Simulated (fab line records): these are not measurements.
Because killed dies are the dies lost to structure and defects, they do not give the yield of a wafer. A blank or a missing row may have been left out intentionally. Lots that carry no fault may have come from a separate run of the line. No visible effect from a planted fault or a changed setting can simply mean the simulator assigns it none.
8D (eight disciplines) problem report, filled in by code || flow gf180mcu || the parts of the form that need people (team, actions taken, sign-off) are left out

1. WHAT IS WRONG
Mean of beamEnergyKeV at GF_HV_LDD_IMPLANT_33: 62.665 across 6 wafers in 2 lots; on wafers with no fault it is 60.001 (standard deviation 0.019). That is +99 or more standard deviations from the usual mean.
The first sign was on wafer L706.1 at day 15 17:00, on implanter-02. At this step, 42 wafers from 14 lots have a number in the record. By rule, "out" or "out of limits" means more than 4 standard deviations away from the usual mean. The other wafers with a number count as sound.

2. WHAT IT IS, AND WHAT IT ISN'T
{"question": "which readings at this step", "is": "beamEnergyKeV", "is not": "-"}
{"question": "which lots", "is": "L706, L707", "is not": "L694, L695, L696, L697, L698, L708, L709, L710, L712, L714, L716, L717"}
{"question": "which wafers of those lots", "is": "all that have a number", "is not": "-"}
{"question": "read on which tools", "is": "implanter-02", "is not": "implanter-01, implanter-04"}
{"question": "when", "is": "from day 15 17:00", "is not": "up to then (15 sound wafers); but 21 sound wafers of L708, L709, L710, L712, L714, L716, L717 came after"}

3. SUSPECTS, AND WHAT RULES EACH OUT
Counting: a tool stays on the suspect list if, at a process step up to the reading, it processed all lots that are out and no sound lot following the first of them.
- implanter-02 at GF_HV_LDD_IMPLANT_33: ruled out as a lasting fault. Following L706 (day 15 17:00), the first lot on it that is out, the sound lots L716 were run on it.
Left after counting: nothing in the record.

4. THE CAUSE (what the simulator had put in)
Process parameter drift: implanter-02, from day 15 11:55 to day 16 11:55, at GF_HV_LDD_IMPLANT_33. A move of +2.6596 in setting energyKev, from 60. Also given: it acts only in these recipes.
Counting ruled it out, wrongly.

5. THE CHAIN OF EFFECTS, in route order
Each row: a reading whose mean over the struck wafers that have a number lies more than 3 standard deviations from the usual. Readings are gone through only where the record gives a usual standard deviation; hours: the median, over the lots, of the time from a lot's start at the first step in this table giving one to that lot's start at this step; sigmas: the change measured in usual standard deviations.
{"hours": 0, "step": "GF_HV_LDD_IMPLANT_33", "reading": "beamEnergyKeV", "usual": 60.001, "on struck wafers": 62.665, "change": "+2.664", "sigmas": "+99 or more"}
Its process steps:
- GF_HV_LDD_IMPLANT_33

6. WHAT WOULD HAVE CAUGHT IT SOONER
5 hours passed between the start of the fault at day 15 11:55 and the first reading out of limits in this record, taken at day 15 17:00.
